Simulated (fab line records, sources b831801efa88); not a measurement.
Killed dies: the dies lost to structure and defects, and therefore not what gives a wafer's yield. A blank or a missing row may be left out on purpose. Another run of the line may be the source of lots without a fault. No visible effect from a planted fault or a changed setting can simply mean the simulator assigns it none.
Comparing a struck lot with a sound one    flow sky130    43 out of 708 route steps
Sound: the wafers L359.1, L359.2, L359.4. Wafers L370.1, L370.2, L370.3 were the ones struck. Last of all comes the cause.
For every step that has rows: the tool of each side, followed by ch and its chambers, followed by its first start. Under that, the readings that differ: sound wafers    struck wafers    difference of the means    sigmas: that difference in standard deviations of wafers without a fault.
alike: a reading whose means differ by less than 2 such deviations, as well as words and numbers matching on both sides. not compared: withheld readings; readings where some wafer has no value; bounds like >300 that might hide an equal value; numbers whose values overlap and for which the record gives no deviation.
Wherever a step has rows on one side only, a row that says differs or no value, or a row with sigmas, the two part there. When numbers do not overlap yet have no deviation, they are printed without sigmas and do not part them. A reading that every wafer of one side lacks parts them only if that side has two wafers or more.

first, 3 steps without rows for these wafers: SKY_FIELD_ISO_EXPOSE_10 (exposes mask FOM, target cd 150 nm); SKY_FIELD_ISO_PEB_11; SKY_FIELD_ISO_DEVELOP_12 (develop time 60 s).
SKY_FIELD_ISO_CD_MEAS_13 targets a cd of 150 nm.
  sound on cd_sem-01, day 3 07:27; struck on cd_sem-02, day 5 18:14
  alike: cd_nm
SKY_FIELD_ISO_ETCH_14: etches BARC in N2/H2, stops on SiO2, time 45.9 s, target depth 60 nm.
  sound on rie_diel-01 ch 0,1,3, day 3 07:34; struck on rie_diel-03 ch 0,2,3, day 5 18:21
reading                 sound                 struck                difference  sigmas
throttle_valve_pct (%)  13.204 13.234 13.218  13.233 13.239 13.241  +0.019      +2
  alike: drypump_motor_current_A, oes_product_au
  not compared: rf_hours_counter_h
then, 1 step without rows for these wafers: SKY_FIELD_ISO_ETCH_15 (etches the open film in CHF3/O2, stops on Si, target depth 180 nm, time 72 s).
SKY_FIELD_ISO_STRIP_16: strips in O2/N2.
  sound on plasma_asher-04 ch 0,1, day 3 07:40; struck on plasma_asher-04 ch 0,1, day 5 18:27
  alike: drypump_motor_current_A, oes_product_au, strip_time_to_endpoint_s
  not compared: rf_hours_counter_h
SKY_FIELD_ISO_ETCH_17: etches Si in HBr/Cl2/O2, target depth 342 nm, time 97.7 s.
  sound on rie_si-02 ch 1,3, day 3 07:46; struck on rie_si-01 ch 1,2,3, day 5 18:33
  alike: drypump_motor_current_A, oes_product_au, throttle_valve_pct
  not compared: rf_hours_counter_h
then, 4 steps without rows for these wafers: SKY_FIELD_ISO_WET_ETCH_18 (etches Si3N4 in H3PO4, target depth 25 nm, time 286 s); SKY_FIELD_ISO_CLEAN_19 (cleans in SC1/SC2, time 150 s); SKY_FIELD_ISO_CLEAN_20 (cleans in dHF, time 20 s); SKY_FIELD_ISO_WET_ETCH_21 (etches SiO2 in dHF, target depth 20 nm, time 400 s).
SKY_FIELD_ISO_OXIDATION_22: stabilise 600 s, purge 300 s, target thk 10 nm.
  sound on furnace-02 ch 0, day 3 10:56; struck on furnace-02 ch 0, day 6 00:26
  alike: spike_tc_bottom_C
SKY_FIELD_ISO_THK_MEAS_23:
  sound on film_metro-03, day 3 12:07; struck on film_metro-04, day 6 01:37
  alike: FIELD_ISO_OXIDATION_01_THK
then, 1 step without rows for these wafers: SKY_FIELD_ISO_CVD_24 (deposits SiO2, target thk 595 nm, time 99.2 s).
SKY_FIELD_ISO_THK_MEAS_25:
  sound on film_metro-01, day 3 12:14; struck on film_metro-04, day 6 01:44
  alike: FIELD_ISO_CVD_24_THK
then, 1 step without rows for these wafers: SKY_FIELD_ISO_ANNEAL_26 (time 1800 s).
SKY_FIELD_ISO_CMP_27: polishes, stops on Si3N4, t overpolish 16 s, target thk 457.8 nm.
  sound on cmp-02 ch 0,1,3, day 3 14:17; struck on cmp-01 ch 1,2,3, day 6 07:13
  alike: motor_current_A, overpolish_run_s, time_to_endpoint_s
then, 5 steps without rows for these wafers: SKY_FIELD_ISO_WET_ETCH_28 (etches SiO2 in dHF, target depth 23.7 nm, time 47 s); SKY_FIELD_ISO_WET_ETCH_29 (etches Si3N4 in H3PO4, target depth 160 nm, time 1825 s); SKY_FIELD_ISO_WET_ETCH_30 (etches SiO2 in dHF, target depth 25 nm, time 50 s); SKY_NWELL_CLEAN_00 (cleans in SC1/SC2, time 150 s); SKY_NWELL_OXIDATION_01 (stabilise 600 s, purge 300 s, target thk 10 nm).
SKY_NWELL_THK_MEAS_02:
  sound on film_metro-02, day 3 17:16; struck on film_metro-02, day 6 16:50
  alike: NWELL_OXIDATION_THK
then, 8 steps without rows for these wafers: SKY_DNWELL_DEHYDRATE_00 (time 60 s); SKY_DNWELL_HMDS_01 (prime time 60 s); SKY_DNWELL_COAT_02 (resist thk 3000 nm); SKY_DNWELL_SOFTBAKE_03; SKY_DNWELL_EXPOSE_04 (exposes mask DNM, target cd 3000 nm); SKY_DNWELL_PEB_05; SKY_DNWELL_DEVELOP_06 (develop time 60 s); SKY_DNWELL_IMPLANT_07.
SKY_DNWELL_STRIP_08: strips in O2/N2.
  sound on plasma_asher-04 ch 0,1, day 4 09:37; struck on plasma_asher-03 ch 0,1, day 7 11:42
  alike: drypump_motor_current_A, oes_product_au, strip_time_to_endpoint_s
  not compared: rf_hours_counter_h
SKY_DNWELL_TW_MEAS_09:
  sound on film_metro-02, day 4 09:43; struck on film_metro-04, day 7 11:48
  alike: DNWELL_TW
then, 7 steps without rows for these wafers: SKY_PWDE_DEHYDRATE_00 (time 60 s); SKY_PWDE_HMDS_01 (prime time 60 s); SKY_PWDE_COAT_02 (resist thk 3000 nm); SKY_PWDE_SOFTBAKE_03; SKY_PWDE_EXPOSE_04 (exposes mask PWDEM, target cd 840 nm); SKY_PWDE_PEB_05; SKY_PWDE_DEVELOP_06 (develop time 60 s).
SKY_PWDE_OVL_MEAS_07:
  sound on overlay-01, day 5 02:44; struck on overlay-01, day 8 08:09
  alike: PWDE_OVL
-- the record jumps here: 42 days lie between the struck wafers' starts before and after (it left off in module PWDE and takes up again in module PAD_OPEN, whose first step shown is number 708 of the route) --
SKY_PAD_OPEN_PROBE_99:
  sound on prober-01, day 47 00:20; struck on prober-01, day 50 05:16
reading                                          sound                 struck                difference  sigmas
model.etest.diode_nwell_sub.leak_log10_a_cm2     -7.373 -7.264 -7.221  -6.986 -6.779 -6.924  +0.390      
model.etest.diode_dnwell_sub.leak_log10_a_cm2    -7.54 -7.561 -7.117   -6.728 -6.831 -6.953  +0.569      
model.etest.diode_pwell_dnwell.leak_log10_a_cm2  -7.577 -7.711 -7.67   -7.373 -7.087 -6.906  +0.531      
model.etest.nfet_16v.off_log10_a_um              -13.97 -13.83 -13.83  -13.5 -13.65 -13.72   +0.3        
  alike: killed_at_M0_to_M3, killed_at_M4_up, killed_at_contacts, killed_at_front_end, killed_at_other, killed_dies, killed_open, killed_short
  not compared: model.etest.cap_ono.gate_bv_v, model.etest.pfet_16v.off_log10_a_um

WHERE THEY PART
At SKY_FIELD_ISO_ETCH_14 and nowhere else, as far as this record goes. Later steps at which nothing parts them and some readings are alike: SKY_FIELD_ISO_STRIP_16, SKY_FIELD_ISO_ETCH_17, SKY_FIELD_ISO_OXIDATION_22, SKY_FIELD_ISO_THK_MEAS_23, SKY_FIELD_ISO_THK_MEAS_25, SKY_FIELD_ISO_CMP_27, SKY_NWELL_THK_MEAS_02, SKY_DNWELL_STRIP_08, SKY_DNWELL_TW_MEAS_09, SKY_PWDE_OVL_MEAS_07, SKY_PAD_OPEN_PROBE_99.

WHY: what the simulator had put in
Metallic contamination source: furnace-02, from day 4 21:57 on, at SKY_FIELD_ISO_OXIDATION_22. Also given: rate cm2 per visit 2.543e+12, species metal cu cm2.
